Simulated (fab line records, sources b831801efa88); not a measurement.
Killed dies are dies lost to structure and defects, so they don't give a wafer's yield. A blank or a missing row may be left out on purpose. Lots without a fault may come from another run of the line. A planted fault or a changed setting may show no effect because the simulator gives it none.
fab line records | flow sky130
record lots=5 wafers=15 last_day=50
route steps=708 shown CAPM@553 METAL3@555 VIA3@573
lots that met no fault: from a run of the same line without faults
start_h: hours from the record's first day to the start of the lot's first wafer shown | wait_h: hours since the lot's step before | " the same as in the row above | L1.1+2: a row that stands for several wafers | - no value, or no start given | * or withheld: withheld | < > ~ a bound
route shown NAME@n: a module of which the file shows steps, and the number in the route of the first | usual: mean/standard deviation of fault-free wafers | same: alike in all rows | chamber/n: place in a boat | sites: the reading at each site | _std_site: their standard deviation | _edge_site: outer sites' mean less inner sites' | radius_mm: how far each site lies from the wafer's centre | mask NAME#n: copy n | behind: the tool/chamber that last shaped the wafer | hold: why the lot was held/for how many hours/how that ended | device: the transistor (n, p or np) that didn't switch | end of line: the same wafers' tests at the end of the route | a step without rows: its recipe alone | killed: dies lost to structure and defects at the first sort, not the wafer's yield | map: a wafer's dies, x killed, . not, _ none there
set.NAME: the setting as run; set.NAME@STEP: as run at that earlier step | model.NAME: the simulator's own value behind a step, which no gauge read
lots at some steps of the route; a table a step, a row a wafer
services: from which hour (start_h, from the record's first day; less than 0 if before it) a tool's chamber was out of use, for how many hours, and why
## steps
# step SKY_CAPM_CLEAN_16
# recipe chemistry=IPA time_s=180 temp_c=25
# usual temp_c=25.03/0.1
# columns lot.wafer tool chamber start_h wait_h temp_c
L077.1 wet_bench-04 0 886.91 0.0 24.95
L077.5 " 0 " " 24.99
L077.6 " 0 " " 24.96
L080.2 wet_bench-02 0 917.87 0.0 24.65
L080.5 " 0 " " 24.90
L080.6 " 0 " " 24.88
L084.2 wet_bench-02 0 951.79 0.0 25.06
L084.4 " 0 " " 25.00
L084.5 " 0 " " 25.16
L086.1 wet_bench-04 3 955.78 0.0 25.11
L086.4 " 3 " " 24.98
L086.6 " 3 " " 25.13
L096.3 wet_bench-01 0 1047.05 0.0 25.17
L096.4 " 0 " " 24.83
L096.6 " 0 " " 25.11
# step SKY_CAPM_CLEAN_17
# recipe chemistry=O3/DIW dry=n2_spin
# columns lot.wafer tool chamber start_h wait_h
L077.1+5+6 wet_bench-01 2 886.98 0.0
L080.2+5+6 wet_bench-01 3 917.93 0.0
L084.2+4+5 wet_bench-04 0 951.85 0.0
L086.1+4+6 wet_bench-01 1 955.84 0.0
L096.3+4+6 wet_bench-02 3 1047.11 0.0
# step SKY_METAL3_DEHYDRATE_05
# recipe temp_c=200 time_s=60
# usual chill_plate_temp_C=23.00/0.11 resist_line_temp_C=22.99/0.11
# columns lot.wafer tool chamber start_h wait_h chill_plate_temp_C resist_line_temp_C
L077.1 litho_track-02 0 898.23 11.2 23.17 23.23
L077.5 " 0 " " 23.02 23.02
L077.6 " 0 " " 23.03 23.05
L080.2 litho_track-01 0 930.21 12.2 22.93 22.93
L080.5 " 0 " " 22.92 22.99
L080.6 " 0 " " 22.91 23.03
L084.2 litho_track-02 0 963.00 11.1 23.16 22.86
L084.4 " 0 " " 23.15 22.93
L084.5 " 0 " " 22.96 22.97
L086.1 litho_track-01 0 967.39 11.5 23.02 23.10
L086.4 " 0 " " 23.08 23.05
L086.6 " 0 " " 22.91 23.08
L096.3 litho_track-02 0 1057.48 10.3 23.04 22.99
L096.4 " 0 " " 23.08 22.90
L096.6 " 0 " " 23.01 23.11
# step SKY_METAL3_HMDS_06
# recipe prime_time_s=60 prime_temp_c=120
# usual chill_plate_temp_C=23.01/0.11 resist_line_temp_C=23.01/0.1
# columns lot.wafer tool chamber start_h wait_h chill_plate_temp_C resist_line_temp_C
L077.1 litho_track-02 0 898.38 0.1 22.94 23.26
L077.5 " 0 " " 22.87 23.12
L077.6 " 0 " " 23.00 22.99
L080.2 litho_track-01 0 930.36 0.1 23.15 22.93
L080.5 " 0 " " 23.09 23.00
L080.6 " 0 " " 23.01 22.96
L084.2 litho_track-02 0 963.15 0.1 23.20 22.93
L084.4 " 0 " " 23.04 23.00
L084.5 " 0 " " 22.96 23.02
L086.1 litho_track-01 0 967.54 0.1 23.06 23.19
L086.4 " 0 " " 22.94 23.07
L086.6 " 0 " " 23.04 22.90
L096.3 litho_track-02 0 1057.63 0.1 22.97 23.18
L096.4 " 0 " " 22.99 23.14
L096.6 " 0 " " 22.98 23.14
# step SKY_METAL3_COAT_07
# recipe resist=BARC temp_c=withheld time_s=withheld spin_rpm=3000 resist_thk_nm=60
# usual chill_plate_temp_C=* resist_line_temp_C=*
# columns lot.wafer tool chamber start_h wait_h chill_plate_temp_C resist_line_temp_C
L077.1 litho_track-02 0 898.53 0.1 * *
L077.5 " 0 " " * *
L077.6 " 0 " " * *
L080.2 litho_track-01 0 930.51 0.1 * *
L080.5 " 0 " " * *
L080.6 " 0 " " * *
L084.2 litho_track-02 0 963.30 0.1 * *
L084.4 " 0 " " * *
L084.5 " 0 " " * *
L086.1 litho_track-01 0 967.69 0.1 * *
L086.4 " 0 " " * *
L086.6 " 0 " " * *
L096.3 litho_track-02 0 1057.78 0.1 * *
L096.4 " 0 " " * *
L096.6 " 0 " " * *
# step SKY_METAL3_COAT_08
# recipe resist=KrF-thick spin_rpm=3000 resist_thk_nm=1140
# usual chill_plate_temp_C=23.00/0.1 resist_line_temp_C=23.00/0.11
# columns lot.wafer tool chamber start_h wait_h chill_plate_temp_C resist_line_temp_C
L077.1 litho_track-02 0 - - 22.82 22.95
L077.5 " 0 " " 22.84 23.14
L077.6 " 0 " " 22.88 23.15
L080.2 litho_track-01 0 - - 22.86 23.00
L080.5 " 0 " " 22.96 22.96
L080.6 " 0 " " 23.01 23.02
L084.2 litho_track-02 0 - - 22.96 22.98
L084.4 " 0 " " 22.93 22.90
L084.5 " 0 " " 22.91 23.00
L086.1 litho_track-01 0 - - 22.92 22.86
L086.4 " 0 " " 22.89 22.87
L086.6 " 0 " " 22.99 22.74
L096.3 litho_track-02 0 - - 23.14 23.07
L096.4 " 0 " " 23.06 23.00
L096.6 " 0 " " 22.98 22.90
# step SKY_METAL3_SOFTBAKE_09
# recipe temp_c=100 time_s=90 resist=KrF-thick
# usual chill_plate_temp_C=23.00/0.096 resist_line_temp_C=23.01/0.11
# columns lot.wafer tool chamber start_h wait_h chill_plate_temp_C resist_line_temp_C
L077.1 litho_track-02 0 - - 23.05 22.97
L077.5 " 0 " " 23.01 22.94
L077.6 " 0 " " 23.15 23.04
L080.2 litho_track-01 0 - - 22.94 22.96
L080.5 " 0 " " 23.02 23.08
L080.6 " 0 " " 22.98 22.97
L084.2 litho_track-02 0 - - 23.10 22.98
L084.4 " 0 " " 23.05 22.98
L084.5 " 0 " " 23.06 23.05
L086.1 litho_track-01 0 - - 23.07 23.09
L086.4 " 0 " " 23.03 23.05
L086.6 " 0 " " 23.05 23.06
L096.3 litho_track-02 0 - - 22.86 23.28
L096.4 " 0 " " 23.03 23.12
L096.6 " 0 " " 23.08 23.05
# step SKY_METAL3_EXPOSE_10
# recipe mask_id=MM3 na=0.68 source_shape=annular sigma_inner=0.4 sigma_outer=0.8 target_cd_nm=300 dose_mj=28
# columns lot.wafer tool chamber start_h wait_h mask
L077.1+5+6 krf_scanner-02 0 - - MM3#0
L080.2+5+6 krf_scanner-02 0 - - MM3#0
L084.2+4+5 krf_scanner-02 0 - - MM3#0
L086.1+4+6 krf_scanner-02 0 - - MM3#0
L096.3+4+6 krf_scanner-01 0 - - MM3#0
# step SKY_METAL3_PEB_11
# recipe peb_temp_c=withheld peb_time_s=withheld resist=KrF-thick
# usual chill_plate_temp_C=* resist_line_temp_C=*
# columns lot.wafer tool chamber start_h wait_h chill_plate_temp_C resist_line_temp_C
L077.1 litho_track-02 0 - - * *
L077.5 " 0 " " * *
L077.6 " 0 " " * *
L080.2 litho_track-03 0 - - * *
L080.5 " 0 " " * *
L080.6 " 0 " " * *
L084.2 litho_track-02 0 - - * *
L084.4 " 0 " " * *
L084.5 " 0 " " * *
L086.1 litho_track-02 0 - - * *
L086.4 " 0 " " * *
L086.6 " 0 " " * *
L096.3 litho_track-02 0 - - * *
L096.4 " 0 " " * *
L096.6 " 0 " " * *
# step SKY_METAL3_DEVELOP_12
# recipe develop_time_s=60 resist=KrF-thick dev_temp_c=21
# usual chill_plate_temp_C=23.00/0.11 resist_line_temp_C=23.00/0.1
# columns lot.wafer tool chamber start_h wait_h chill_plate_temp_C resist_line_temp_C
L077.1 litho_track-02 0 - - 23.11 23.08
L077.5 " 0 " " 23.15 23.03
L077.6 " 0 " " 23.05 23.01
L080.2 litho_track-03 0 - - 22.87 22.98
L080.5 " 0 " " 22.97 23.06
L080.6 " 0 " " 23.01 23.00
L084.2 litho_track-02 0 - - 22.89 23.18
L084.4 " 0 " " 22.89 23.09
L084.5 " 0 " " 22.78 22.96
L086.1 litho_track-02 0 - - 23.08 22.78
L086.4 " 0 " " 23.24 22.98
L086.6 " 0 " " 23.14 23.05
L096.3 litho_track-02 0 - - 22.94 23.03
L096.4 " 0 " " 23.10 23.02
L096.6 " 0 " " 23.08 23.00
# step SKY_METAL3_CD_MEAS_13
# recipe target_cd_nm=300
# usual cd_nm=300.3/1.3
# columns lot.wafer tool chamber start_h wait_h cd_nm
L077.1 cd_sem-01 - 911.93 - 300.0
L077.5 " - " " 299.5
L077.6 " - " " 299.1
L080.2 cd_sem-01 - 943.13 - 301.6
L080.5 " - " " 301.4
L080.6 " - " " 302.4
L084.2 cd_sem-02 - 975.25 - 299.8
L084.4 " - " " 299.1
L084.5 " - " " 298.4
L086.1 cd_sem-02 - 979.58 - 299.5
L086.4 " - " " 298.2
L086.6 " - " " 298.1
L096.3 cd_sem-02 - 1068.52 - 300.2
L096.4 " - " " 300.1
L096.6 " - " " 298.9
# step SKY_METAL3_OVL_MEAS_14
# usual METAL3_OVL=3/4.9
# columns lot.wafer tool chamber start_h wait_h METAL3_OVL[nm]
L077.1 overlay-01 - 912.05 0.1 6
L077.5 " - " " 0
L077.6 " - " " 7
L080.2 overlay-02 - 943.24 0.1 5
L080.5 " - " " 4
L080.6 " - " " 0
L084.2 overlay-02 - 975.35 0.1 -11
L084.4 " - " " -8
L084.5 " - " " -2
L086.1 overlay-01 - 979.70 0.1 -1
L086.4 " - " " 1
L086.6 " - " " -2
L096.3 overlay-02 - 1068.61 0.1 7
L096.4 " - " " 10
L096.6 " - " " 3
# step SKY_METAL3_DESCUM_15
# recipe chemistry=O2 source_power_w=150 bias_power_w=0 pressure_mtorr=10 temp_c=40 time_s=8
# usual drypump_motor_current_A=5.9/0.43 oes_product_au=1.000/0.011 temp_c=40.02/0.11
# columns lot.wafer tool chamber start_h wait_h drypump_motor_current_A oes_product_au rf_hours_counter_h temp_c
L077.1 rie_metal-02 1 912.08 0.0 5.8 0.997 13 40.03
L077.5 " 1 " " 5.8 0.986 - 39.91
L077.6 " 0 " " 6.5 1.001 - 40.14
L080.2 rie_metal-02 0 943.27 0.0 6.5 1.008 14 40.16
L080.5 " 0 " " 6.5 1.000 - 40.21
L080.6 " 1 " " 5.8 0.978 - 40.10
L084.2 rie_metal-02 1 975.38 0.0 5.8 0.996 16 40.03
L084.4 " 1 " " 5.8 0.991 - 39.85
L084.5 " 1 " " 5.8 0.998 - 39.94
L086.1 rie_metal-02 0 979.73 0.0 6.5 0.993 16 39.95
L086.4 " 1 " " 5.8 0.986 - 40.12
L086.6 " 0 " " 6.5 1.010 - 40.08
L096.3 rie_metal-02 0 1068.65 0.0 6.5 1.006 - 40.09
L096.4 " 1 " " 5.8 0.993 - 40.22
L096.6 " 0 " " 6.5 1.005 - 40.03
# step SKY_METAL3_ETCH_16
# recipe chemistry=N2/H2 target=BARC ion_energy_ev=200 bias_w=100 pressure_mtorr=30 n2_flow_sccm=100 h2_flow_sccm=200 icp_w=500 stop_on=SiO2 time_s=88.2 target_depth_a=600
# usual drypump_motor_current_A=6.0/0.43 h2_flow_sccm=200.0/0.59 oes_product_au=0.626/0.0045 throttle_valve_pct=13.204/0.0092
# columns lot.wafer tool chamber start_h wait_h drypump_motor_current_A h2_flow_sccm oes_product_au rf_hours_counter_h throttle_valve_pct
L077.1 rie_metal-02 1 912.13 0.0 5.8 200.8 0.628 13 13.202
L077.5 " 1 " " 5.8 200.3 0.624 - 13.201
L077.6 " 0 " " 6.5 199.7 0.626 - 13.207
L080.2 rie_metal-02 0 943.31 0.0 6.5 199.6 0.634 14 13.204
L080.5 " 0 " " 6.5 199.9 0.629 - 13.212
L080.6 " 1 " " 5.8 200.0 0.629 - 13.201
L084.2 rie_metal-02 1 975.42 0.0 5.8 199.4 0.631 16 13.209
L084.4 " 1 " " 5.8 199.5 0.622 - 13.197
L084.5 " 1 " " 5.8 200.1 0.625 - 13.202
L086.1 rie_metal-02 0 979.77 0.0 6.5 200.2 0.619 16 13.189
L086.4 " 1 " " 5.8 199.7 0.622 - 13.219
L086.6 " 0 " " 6.5 200.5 0.630 - 13.204
L096.3 rie_metal-02 0 1068.70 0.0 6.5 200.3 0.616 - 13.210
L096.4 " 1 " " 5.8 200.6 0.618 - 13.200
L096.6 " 0 " " 6.5 200.6 0.626 - 13.182
# step SKY_METAL3_ETCH_17
# recipe target=SiO2 stop_on=TiN chemistry=C4F8/O2/Ar source_w=1500 bias_w=1200 pressure_mtorr=40 c4f8_flow_sccm=withheld O2_flow_sccm=6 Ar_flow_sccm=300 time_s=3.9 target_depth_a=150
# usual oes_product_au=0.754/0.0073
# columns lot.wafer tool chamber start_h wait_h oes_product_au rf_hours_counter_h
L077.1 rie_diel-04 1 912.26 0.1 0.750 12
L077.5 " 0 " " 0.759 -
L077.6 " 3 " " 0.767 -
L080.2 rie_diel-03 1 943.44 0.1 0.755 22
L080.5 " 0 " " 0.760 -
L080.6 " 1 " " 0.757 -
L084.2 rie_diel-03 3 975.51 0.1 0.761 22
L084.4 " 2 " " 0.772 -
L084.5 " 3 " " 0.763 -
L086.1 rie_diel-03 0 979.86 0.1 0.755 13
L086.4 " 1 " " 0.750 23
L086.6 " 0 " " 0.756 -
L096.3 rie_diel-03 3 1068.77 0.0 0.751 26
L096.4 " 2 " " 0.749 25
L096.6 " 3 " " 0.756 -
# step SKY_METAL3_METAL_ETCH_18
# recipe target_depth_a=8450 stop_on=SiO2 over_etch_frac=0.3 time_s=183.1 chemistry=Cl2/BCl3 resist_sidewall_deg=88 pressure_mtorr=10 icp_w=900 bias_w=48.5 Cl2_flow_sccm=60 bcl3_flow_sccm=30
# usual drypump_motor_current_A=5.8/0.46 oes_product_au=0.865/0.0072 throttle_valve_pct=22.265/0.0088
# columns lot.wafer tool chamber start_h wait_h drypump_motor_current_A oes_product_au rf_hours_counter_h throttle_valve_pct
L077.1 rie_metal-01 0 912.28 0.0 6.1 0.849 13 22.279
L077.5 " 1 " " 5.5 0.850 - 22.267
L077.6 " 0 " " 6.1 0.861 - 22.256
L080.2 rie_metal-03 0 943.46 0.0 5.1 0.860 7 22.279
L080.5 " 1 " " 6.2 0.860 - 22.268
L080.6 " 0 " " 5.1 0.862 - 22.269
L084.2 rie_metal-01 1 975.53 0.0 5.5 0.869 18 22.263
L084.4 " 1 " " 5.5 0.863 - 22.263
L084.5 " 0 " " 6.1 0.865 - 22.259
L086.1 rie_metal-01 1 979.88 0.0 5.5 0.864 18 22.276
L086.4 " 0 " " 6.1 0.865 - 22.262
L086.6 " 1 " " 5.5 0.856 - 22.267
L096.3 rie_metal-03 0 1068.84 0.1 5.1 0.862 - 22.275
L096.4 " 1 " " 6.2 0.868 - 22.263
L096.6 " 0 " " 5.1 0.866 - 22.254
# step SKY_METAL3_STRIP_19
# recipe chemistry=O2/N2 power_w=1400 pressure_mtorr=1500 platen_temp_c=withheld o2_flow_sccm=3000 n2_flow_sccm=300 overash_fraction=0.5
# usual drypump_motor_current_A=5.8/0.37 oes_product_au=0.503/0.0058 strip_time_to_endpoint_s=6.54/0.1
# columns lot.wafer tool chamber start_h wait_h drypump_motor_current_A oes_product_au rf_hours_counter_h strip_time_to_endpoint_s
L077.1 plasma_asher-02 1 912.45 0.1 5.7 0.497 113 6.50
L077.5 " 1 " " 5.7 0.503 - 6.64
L077.6 " 0 " " 6.4 0.499 - 6.49
L080.2 plasma_asher-02 1 943.64 0.1 5.7 0.506 116 6.64
L080.5 " 0 " " 6.3 0.502 - 6.43
L080.6 " 1 " " 5.7 0.508 - 6.70
L084.2 plasma_asher-04 0 975.71 0.1 6.0 0.506 18 6.66
L084.4 " 1 " " 5.8 0.501 - 6.61
L084.5 " 1 " " 5.7 0.501 - 6.38
L086.1 plasma_asher-04 0 980.06 0.1 6.0 0.512 18 6.69
L086.4 " 0 " " 6.0 0.497 - 6.50
L086.6 " 1 " " 5.8 0.503 - 6.72
L096.3 plasma_asher-04 1 1068.99 0.1 5.8 0.506 - 6.59
L096.4 " 0 " " 6.0 0.500 - 6.51
L096.6 " 1 " " 5.8 0.502 - 6.60
# step SKY_METAL3_STRIP_20
# recipe chemistry=post_etch_residue_remover time_s=1200 temp_c=72.5
# usual temp_c=72.49/0.12
# columns lot.wafer tool chamber start_h wait_h temp_c
L077.1 wet_bench-04 2 912.55 0.1 72.39
L077.5 " 2 " " 72.50
L077.6 " 2 " " 72.46
L080.2 wet_bench-04 2 943.74 0.1 72.46
L080.5 " 2 " " 72.43
L080.6 " 2 " " 72.45
L084.2 wet_bench-04 2 975.81 0.1 72.47
L084.4 " 2 " " 72.43
L084.5 " 2 " " 72.45
L086.1 wet_bench-02 3 980.16 0.1 72.59
L086.4 " 3 " " 72.58
L086.6 " 3 " " 72.69
L096.3 wet_bench-02 3 1069.06 0.0 72.36
L096.4 " 3 " " 72.41
L096.6 " 3 " " 72.54
# step SKY_METAL3_CLEAN_21
# recipe chemistry=IPA time_s=180 temp_c=25
# usual temp_c=25.02/0.1
# columns lot.wafer tool chamber start_h wait_h temp_c
L077.1 wet_bench-02 1 912.90 0.0 25.02
L077.5 " 1 " " 25.17
L077.6 " 1 " " 25.14
L080.2 wet_bench-03 3 944.11 0.0 25.03
L080.5 " 3 " " 24.92
L080.6 " 3 " " 25.00
L084.2 wet_bench-03 2 976.15 0.0 24.89
L084.4 " 2 " " 25.02
L084.5 " 2 " " 25.12
L086.1 wet_bench-03 3 980.53 0.0 25.26
L086.4 " 3 " " 25.00
L086.6 " 3 " " 25.09
L096.3 wet_bench-04 0 1069.43 0.0 25.20
L096.4 " 0 " " 25.10
L096.6 " 0 " " 24.99
# step SKY_METAL3_CLEAN_22
# recipe chemistry=O3/DIW dry=n2_spin
# columns lot.wafer tool chamber start_h wait_h
L077.1+5+6 wet_bench-03 2 912.95 0.0
L080.2+5+6 wet_bench-04 3 944.17 0.0
L084.2+4+5 wet_bench-02 1 976.21 0.0
L086.1+4+6 wet_bench-02 2 980.59 0.0
L096.3+4+6 wet_bench-03 3 1069.49 0.0
# step SKY_VIA3_HDPCVD_00
# recipe material=SiO2 target_thk_nm=1635 sigma_open_frac=0.3 time_s=272.5 temp_c=400 sih4_flow_sccm=60 pressure_mtorr=6
# usual pressure_mtorr=6.001/0.012
# columns lot.wafer tool chamber start_h wait_h pressure_mtorr
L077.1 hdpcvd-02 2 913.05 0.0 5.987
L077.5 " 0 " " 6.002
L077.6 " 1 " " 6.019
L080.2 hdpcvd-02 2 944.27 0.0 5.990
L080.5 " 1 " " 6.002
L080.6 " 0 " " 6.019
L084.2 hdpcvd-01 1 976.30 0.0 5.987
L084.4 " 1 " " 6.009
L084.5 " 2 " " 5.998
L086.1 hdpcvd-02 2 980.69 0.0 5.998
L086.4 " 1 " " 6.004
L086.6 " 2 " " 6.007
L096.3 hdpcvd-02 1 1069.58 0.0 5.974
L096.4 " 1 " " 5.993
L096.6 " 2 " " 6.006
# step SKY_VIA3_THK_MEAS_01
# recipe reads=SiO2_of_VIA3_HDPCVD_00
# usual VIA3_HDPCVD_THK=1642/17
# columns lot.wafer tool chamber start_h wait_h VIA3_HDPCVD_THK[nm]
L077.1 film_metro-04 - 913.21 0.1 1644
L077.5 " - " " 1619
L077.6 " - " " 1635
L080.2 film_metro-01 - 944.45 0.1 1638
L080.5 " - " " 1618
L080.6 " - " " 1632
L084.2 film_metro-01 - 976.48 0.1 1652
L084.4 " - " " 1657
L084.5 " - " " 1655
L086.1 film_metro-02 - 980.86 0.1 1669
L086.4 " - " " 1629
L086.6 " - " " 1659
L096.3 film_metro-04 - 1069.77 0.1 1646
L096.4 " - " " 1629
L096.6 " - " " 1662
# step SKY_VIA3_CMP_02
# recipe material=SiO2 down_force_psi=4 platen_rpm=60 pad_velocity_m_s=0.94248
# usual motor_current_A=12.4/1.3 retaining_ring_pressure_frac=1.000/0.0049
# columns lot.wafer tool chamber start_h wait_h motor_current_A retaining_ring_pressure_frac
L077.1 cmp-02 2 913.48 0.3 14.4 0.995
L077.5 " 3 " " 12.5 1.000
L077.6 " 0 " " 11.7 1.004
L080.2 cmp-01 2 944.94 0.5 11.9 1.002
L080.6 " 1 " " 12.4 1.007
L080.5 " 2 " " 11.8 1.000
L084.2 cmp-01 0 976.53 0.0 13.2 0.998
L084.4 " 3 " " 12.3 0.993
L084.5 " 0 " " 13.8 0.998
L086.4 cmp-01 0 981.02 0.1 14.6 1.010
L086.1 " 1 " " 12.3 1.002
L086.6 " 2 " " 11.6 1.002
L096.3 cmp-01 3 1069.87 0.1 11.3 0.998
L096.4 " 2 " " 12.6 1.003
L096.6 " 3 " " 12.2 0.996
# step SKY_VIA3_BOW_MEAS_03
# recipe mode=bow
# usual VIA3_BOW=78/8.5
# columns lot.wafer tool chamber start_h wait_h VIA3_BOW[um]
L077.1 film_metro-01 - 913.63 0.1 88
L077.5 " - " " 88
L077.6 " - " " 86
L080.2 film_metro-02 - 945.21 0.2 80
L080.5 " - " " 77
L080.6 " - " " 86
L084.2 film_metro-01 - 976.85 0.3 76
L084.4 " - " " 62
L084.5 " - " " 67
L086.1 film_metro-01 - 981.22 0.1 81
L086.4 " - " " 77
L086.6 " - " " 77
L096.3 film_metro-04 - 1070.21 0.3 74
L096.4 " - " " 71
L096.6 " - " " 87
# step SKY_VIA3_DEHYDRATE_04
# recipe temp_c=200 time_s=60
# usual chill_plate_temp_C=22.98/0.1 resist_line_temp_C=23.03/0.11
# columns lot.wafer tool chamber start_h wait_h chill_plate_temp_C resist_line_temp_C
L077.1 litho_track-04 0 925.41 11.8 23.19 22.98
L077.5 " 0 " " 23.13 23.02
L077.6 " 0 " " 22.91 23.05
L080.2 litho_track-04 0 956.84 11.6 23.08 23.06
L080.5 " 0 " " 23.14 23.09
L080.6 " 0 " " 23.03 23.21
L084.2 litho_track-03 0 988.24 11.4 22.94 22.91
L084.4 " 0 " " 22.95 23.18
L084.5 " 0 " " 22.95 23.01
L086.1 litho_track-01 0 992.69 11.4 23.11 23.05
L086.4 " 0 " " 23.16 23.11
L086.6 " 0 " " 23.13 23.09
L096.3 litho_track-03 0 1080.26 10.0 23.00 22.96
L096.4 " 0 " " 22.89 22.92
L096.6 " 0 " " 22.89 22.97
# step SKY_VIA3_HMDS_05
# recipe prime_time_s=60 prime_temp_c=120
# usual chill_plate_temp_C=22.99/0.12 resist_line_temp_C=22.99/0.097
# columns lot.wafer tool chamber start_h wait_h chill_plate_temp_C resist_line_temp_C
L077.1 litho_track-04 0 925.56 0.1 22.99 23.06
L077.5 " 0 " " 22.95 22.94
L077.6 " 0 " " 23.14 23.04
L080.2 litho_track-04 0 956.99 0.1 22.95 22.90
L080.5 " 0 " " 23.02 22.90
L080.6 " 0 " " 22.93 22.93
L084.2 litho_track-03 0 988.39 0.1 23.05 22.89
L084.4 " 0 " " 23.09 23.01
L084.5 " 0 " " 23.08 23.01
L086.1 litho_track-01 0 992.84 0.1 23.16 22.94
L086.4 " 0 " " 23.16 23.05
L086.6 " 0 " " 23.11 22.82
L096.3 litho_track-03 0 1080.41 0.1 23.11 23.02
L096.4 " 0 " " 23.12 23.06
L096.6 " 0 " " 23.21 23.16
# step SKY_VIA3_COAT_06
# recipe resist=BARC temp_c=withheld time_s=withheld spin_rpm=3000 resist_thk_nm=60
# usual chill_plate_temp_C=* resist_line_temp_C=*
# columns lot.wafer tool chamber start_h wait_h chill_plate_temp_C resist_line_temp_C
L077.1 litho_track-04 0 925.71 0.1 * *
L077.5 " 0 " " * *
L077.6 " 0 " " * *
L080.2 litho_track-04 0 957.14 0.1 * *
L080.5 " 0 " " * *
L080.6 " 0 " " * *
L084.2 litho_track-03 0 988.54 0.1 * *
L084.4 " 0 " " * *
L084.5 " 0 " " * *
L086.1 litho_track-01 0 992.99 0.1 * *
L086.4 " 0 " " * *
L086.6 " 0 " " * *
L096.3 litho_track-03 0 1080.56 0.1 * *
L096.4 " 0 " " * *
L096.6 " 0 " " * *
# step SKY_VIA3_COAT_07
# recipe resist=KrF-thick spin_rpm=3000 resist_thk_nm=450
# usual chill_plate_temp_C=22.99/0.11 resist_line_temp_C=23.01/0.12
# columns lot.wafer tool chamber start_h wait_h chill_plate_temp_C resist_line_temp_C
L077.1 litho_track-04 0 - - 22.96 23.14
L077.5 " 0 " " 23.08 22.97
L077.6 " 0 " " 23.00 22.98
L080.2 litho_track-04 0 - - 22.84 22.86
L080.5 " 0 " " 23.14 23.13
L080.6 " 0 " " 23.05 22.91
L084.2 litho_track-03 0 - - 22.82 23.30
L084.4 " 0 " " 22.92 23.13
L084.5 " 0 " " 22.99 23.08
L086.1 litho_track-01 0 - - 23.08 23.07
L086.4 " 0 " " 22.89 23.01
L086.6 " 0 " " 22.98 23.18
L096.3 litho_track-03 0 - - 22.94 23.11
L096.4 " 0 " " 23.07 22.94
L096.6 " 0 " " 22.99 23.15
# step SKY_VIA3_SOFTBAKE_08
# recipe temp_c=100 time_s=90 resist=KrF-thick
# usual chill_plate_temp_C=23.01/0.11 resist_line_temp_C=23.00/0.1
# columns lot.wafer tool chamber start_h wait_h chill_plate_temp_C resist_line_temp_C
L077.1 litho_track-04 0 - - 23.00 22.94
L077.5 " 0 " " 22.86 22.81
L077.6 " 0 " " 22.96 23.04
L080.2 litho_track-04 0 - - 22.76 23.31
L080.5 " 0 " " 23.00 23.11
L080.6 " 0 " " 22.95 22.95
L084.2 litho_track-03 0 - - 23.04 23.02
L084.4 " 0 " " 23.06 23.05
L084.5 " 0 " " 23.07 22.95
L086.1 litho_track-01 0 - - 22.91 22.93
L086.4 " 0 " " 22.97 23.07
L086.6 " 0 " " 23.15 22.95
L096.3 litho_track-03 0 - - 23.19 22.88
L096.4 " 0 " " 23.15 22.87
L096.6 " 0 " " 22.98 22.87
# step SKY_VIA3_EXPOSE_09
# recipe mask_id=VIM3 na=0.8 source_shape=annular sigma_inner=0.55 sigma_outer=0.85 target_cd_nm=200 dose_mj=38
# columns lot.wafer tool chamber start_h wait_h mask
L077.1+5+6 krf_scanner-01 0 - - VIM3#0
L080.2+5+6 krf_scanner-01 0 - - VIM3#0
L084.2+4+5 krf_scanner-01 0 - - VIM3#0
L086.1+4+6 krf_scanner-02 0 - - VIM3#0
L096.3+4+6 krf_scanner-02 0 - - VIM3#0
# step SKY_VIA3_PEB_10
# recipe peb_temp_c=withheld peb_time_s=withheld resist=KrF-thick
# usual chill_plate_temp_C=* resist_line_temp_C=*
# columns lot.wafer tool chamber start_h wait_h chill_plate_temp_C resist_line_temp_C
L077.1 litho_track-04 0 - - * *
L077.5 " 0 " " * *
L077.6 " 0 " " * *
L080.2 litho_track-01 0 - - * *
L080.5 " 0 " " * *
L080.6 " 0 " " * *
L084.2 litho_track-03 0 - - * *
L084.4 " 0 " " * *
L084.5 " 0 " " * *
L086.1 litho_track-04 0 - - * *
L086.4 " 0 " " * *
L086.6 " 0 " " * *
L096.3 litho_track-03 0 - - * *
L096.4 " 0 " " * *
L096.6 " 0 " " * *
# step SKY_VIA3_DEVELOP_11
# recipe develop_time_s=60 resist=KrF-thick dev_temp_c=21
# usual chill_plate_temp_C=23.00/0.1 resist_line_temp_C=22.98/0.11
# columns lot.wafer tool chamber start_h wait_h chill_plate_temp_C resist_line_temp_C
L077.1 litho_track-04 0 - - 23.10 22.89
L077.5 " 0 " " 23.05 22.95
L077.6 " 0 " " 23.06 22.93
L080.2 litho_track-01 0 - - 22.90 23.17
L080.5 " 0 " " 22.98 23.09
L080.6 " 0 " " 22.92 22.97
L084.2 litho_track-03 0 - - 22.77 23.01
L084.4 " 0 " " 22.84 22.88
L084.5 " 0 " " 22.89 22.86
L086.1 litho_track-04 0 - - 23.09 23.07
L086.4 " 0 " " 23.00 23.15
L086.6 " 0 " " 23.08 23.09
L096.3 litho_track-03 0 - - 23.05 22.99
L096.4 " 0 " " 23.10 23.04
L096.6 " 0 " " 23.11 23.14
## services
# columns tool chamber start_h hours kind
cmp-01 - 863.43 74.2 repair
krf_scanner-02 - 877.11 6.2 repair
rie_diel-03 1 885.18 3.6 repair
rie_diel-03 1 894.59 16.8 repair
cmp-01 - 911.60 1.1 repair
cmp-01 - 937.63 3.0 pm
cmp-01 - 938.76 2.1 repair
cmp-01 - 940.89 4.0 pm
wet_bench-02 - 944.87 4.0 repair
krf_scanner-01 - 948.00 1.0 pm
rie_diel-03 0 956.95 21.9 repair
krf_scanner-02 - 961.72 1.0 pm
cmp-01 - 962.84 2.2 repair
krf_scanner-02 - 970.85 0.9 repair
krf_scanner-01 - 997.67 0.8 pm
rie_diel-03 0 998.09 6.0 repair
krf_scanner-02 - 1001.99 1.3 pm
krf_scanner-02 - 1019.09 0.8 pm
cmp-01 - 1027.87 0.6 repair
krf_scanner-02 - 1032.70 2.6 repair
krf_scanner-02 - 1033.37 0.6 repair
krf_scanner-01 - 1035.34 1.3 pm
krf_scanner-02 - 1038.43 0.3 repair
krf_scanner-02 - 1056.15 4.4 pm
## key
fault none
